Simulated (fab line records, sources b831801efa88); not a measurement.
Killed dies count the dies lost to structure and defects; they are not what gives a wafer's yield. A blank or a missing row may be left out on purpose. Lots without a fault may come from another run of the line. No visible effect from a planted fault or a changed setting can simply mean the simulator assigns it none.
Chamber matching + flow sky130 + 4 sister chambers for SKY_FIELD_ISO_ETCH_15 on rie-diel-01
The step etches the open film in CHF3/O2, stops on Si, target depth 180 nm, time 72 s. 18 wafers are shown with their chamber, then 9 later ones without.

== WAFERS, EACH WITH ITS CHAMBER ==
| wafer  | chamber | drypump-motor-current-A (A) | oes-product-au (a.u.) | chamber-pressure-mTorr (mTorr) |
|--------|---------|-----------------------------|-----------------------|--------------------------------|
| L074.2 | 0       | 5.6                         | 0.944                 | 40.03                          |
| L074.3 | 2       | 5.0                         | 0.950                 | 39.93                          |
| L074.4 | 1       | 5.1                         | 0.959                 | 40.02                          |
| L076.3 | 2       | 5.0                         | 0.944                 | 39.97                          |
| L076.4 | 3       | 6.2                         | 0.958                 | 39.99                          |
| L076.6 | 2       | 5.0                         | 0.945                 | 40.06                          |
| L082.2 | 0       | 5.5                         | 0.938                 | 40.02                          |
| L082.4 | 3       | 6.2                         | 0.940                 | 39.95                          |
| L082.5 | 2       | 5.0                         | 0.941                 | 40.00                          |
| L083.4 | 1       | 5.1                         | 0.947                 | 39.99                          |
| L083.5 | 0       | 5.6                         | 0.940                 | 40.04                          |
| L083.6 | 3       | 6.2                         | 0.956                 | 39.94                          |
| L086.3 | 2       | 5.0                         | 0.946                 | 39.99                          |
| L086.4 | 3       | 6.2                         | 0.950                 | 40.03                          |
| L086.5 | 2       | 5.0                         | 0.939                 | 39.96                          |
| L088.2 | 3       | 6.2                         | 0.942                 | 39.97                          |
| L088.3 | 0       | 5.6                         | 0.935                 | 39.99                          |
| L088.5 | 2       | 4.9                         | 0.940                 | 40.02                          |

SIGNATURES, as means of the wafers listed above
| reading                 | chamber 0 | chamber 1 | chamber 2 | chamber 3 | scatter within a chamber |
|-------------------------|-----------|-----------|-----------|-----------|--------------------------|
| drypump-motor-current-A | 5.575     | 5.100     | 4.986     | 6.200     | 0.0339                   |
| oes-product-au          | 0.93925   | 0.95300   | 0.94357   | 0.94920   | 0.00576                  |
| chamber-pressure-mTorr  | 40.0200   | 40.0050   | 39.9900   | 39.9760   | 0.0356                   |
Rule: distance of a wafer from a chamber = root of the sum over the readings of ((wafer's reading minus chamber's mean) / reading's scatter) squared. If the next closest chamber is less than 2 further off than the closest, the wafer can't be placed; otherwise it belongs to the closest. The scatter: take each reading less its chamber's mean, square it, sum over the shown wafers, divide by the number of wafers less the number of chambers, and take the root.

== WAFERS MISSING THEIR CHAMBER ==
| wafer  | drypump-motor-current-A (A) | oes-product-au (a.u.) | chamber-pressure-mTorr (mTorr) |
|--------|-----------------------------|-----------------------|--------------------------------|
| L090.1 | 5.1                         | 0.941                 | 40.00                          |
| L090.4 | 5.0                         | 0.942                 | 39.96                          |
| L090.5 | 6.2                         | 0.943                 | 40.01                          |
| L093.2 | 5.6                         | 0.951                 | 39.99                          |
| L093.4 | 6.2                         | 0.931                 | 40.05                          |
| L093.6 | 5.0                         | 0.936                 | 40.10                          |
| L096.1 | 6.2                         | 0.953                 | 39.99                          |
| L096.2 | 5.1                         | 0.950                 | 39.98                          |
| L096.5 | 5.0                         | 0.945                 | 40.06                          |

== WHICH CHAMBER EACH WENT THROUGH ==
| wafer  | from the rows above     | in truth |
|--------|-------------------------|----------|
| L090.1 | can't be placed: 1 or 2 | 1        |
| L090.4 | 2                       | 2        |
| L090.5 | 3                       | 3        |
| L093.2 | 0                       | 0        |
| L093.4 | 3                       | 3        |
| L093.6 | can't be placed: 2 or 1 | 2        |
| L096.1 | 3                       | 3        |
| L096.2 | 1                       | 1        |
| L096.5 | can't be placed: 2 or 1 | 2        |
6 of 9 placed correctly. Can't be placed from these rows: 3 (the true chamber is among the candidates in 3). Wrongly placed: 0.
